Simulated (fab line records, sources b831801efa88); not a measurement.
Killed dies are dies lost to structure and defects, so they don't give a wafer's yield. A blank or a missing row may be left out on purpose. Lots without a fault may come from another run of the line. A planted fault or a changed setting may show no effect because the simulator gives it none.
A struck lot beside a sound one | flow gf180mcu | 19 steps out of a route of 602
Sound: wafers L181.1, L181.3, L181.4. Struck: wafers L192.1, L192.2, L192.5. The cause comes at the end.
At each step with rows: each side's tool, then ch and its chambers, then its first start. Under that, the readings that differ: sound wafers | struck wafers | difference of the means | sigmas: that difference in standard deviations of wafers without a fault.
alike: readings whose means differ by less than 2 such deviations, and words and numbers that are the same on both sides. not compared: withheld readings, readings that some wafer has no value for, bounds like >300 that may hide the same value, and numbers for which the record gives no deviation and whose values overlap.
The two part at a step that has a row with sigmas, a row that says differs or no value, or rows on one side only. Numbers that don't overlap but have no deviation are shown without sigmas and don't part them. A reading that every wafer of one side lacks parts them only if that side has two wafers or more.

first, 2 steps without rows for these wafers: GF_M4_CLEAN_19 (cleans in DIW); GF_V4_CVD_00 (deposits SiO2, target thk 600 nm, time 100 s).
GF_V4_THK_MEAS_01:
  sound on film_metro-01, day 25 09:19; struck on film_metro-02, day 28 07:04
  alike: V4_CVD_00_THK
GF_V4_CVD_02: deposits SiO2 from TEOS, target thk 850 nm, time 94.851 s.
  sound on pecvd-04 ch 0,2, day 25 09:22; struck on pecvd-04 ch 0,1, day 28 07:07
  alike: heater_power_w
GF_V4_THK_MEAS_03:
  sound on film_metro-02, day 25 09:26; struck on film_metro-04, day 28 07:11
  alike: V4_CVD_02_THK
GF_V4_CMP_04: polishes SiO2.
  sound on cmp-02 ch 0,1,3, day 25 09:30; struck on cmp-01 ch 0,1,3, day 28 07:21
  alike: motor_current_A, time_to_endpoint_s
GF_V4_BOW_MEAS_05:
  sound on film_metro-02, day 25 09:48; struck on film_metro-04, day 28 07:33
  alike: V4_BOW
then, 5 steps without rows for these wafers: GF_V4_DEHYDRATE_06 (time 60 s); GF_V4_HMDS_07 (prime time 60 s); GF_V4_COAT_08; GF_V4_COAT_09 (resist thk 1000 nm); GF_V4_SOFTBAKE_10 (time 60 s).
GF_V4_EXPOSE_11: exposes mask Via4, target cd 260 nm.
  sound on krf_scanner-02 ch 0, day 25 20:20; struck on krf_scanner-02 ch 0, day 28 16:58
  reading                    | sound             | struck   | difference | sigmas
  model.V4.overlay_x_nm (nm) | 2.753 2.753 2.753 | 34 34 34 | +31        |
  alike: mask, reticle_temp_C
then, 2 steps without rows for these wafers: GF_V4_PEB_12 (peb time 90 s); GF_V4_DEVELOP_13 (develop time 60 s).
GF_V4_CD_MEAS_14: target cd 260 nm.
  sound on cd_sem-01, day 26 07:23; struck on cd_sem-02, day 29 02:31
  alike: cd_nm
GF_V4_OVL_MEAS_15:
  sound on overlay-01, day 26 07:30; struck on overlay-02, day 29 02:50
  reading     | sound  | struck   | difference | sigmas
  V4_OVL (nm) | 9 6 10 | 32 33 26 | +22        | +4
  not compared: hold
GF_V4_ETCH_16: etches BARC in N2/H2.
  sound on rie_diel-02 ch 0,1,2, day 26 07:32; struck on rie_diel-02 ch 1,2,3, day 29 05:33
  reading | sound | struck                                                                     | difference                   | sigmas
  hold    | - - - | await_dispo/2.7h/release await_dispo/2.7h/release await_dispo/2.7h/release | no value on the sound wafers |
  alike: drypump_motor_current_A, oes_product_au, throttle_valve_pct
then, 1 step without rows for these wafers: GF_PASSIVATION_PROBE_99.

WHERE THEY PART
First at GF_V4_OVL_MEAS_15; last, within this record, at GF_V4_ETCH_16.

WHY: what the simulator had put in
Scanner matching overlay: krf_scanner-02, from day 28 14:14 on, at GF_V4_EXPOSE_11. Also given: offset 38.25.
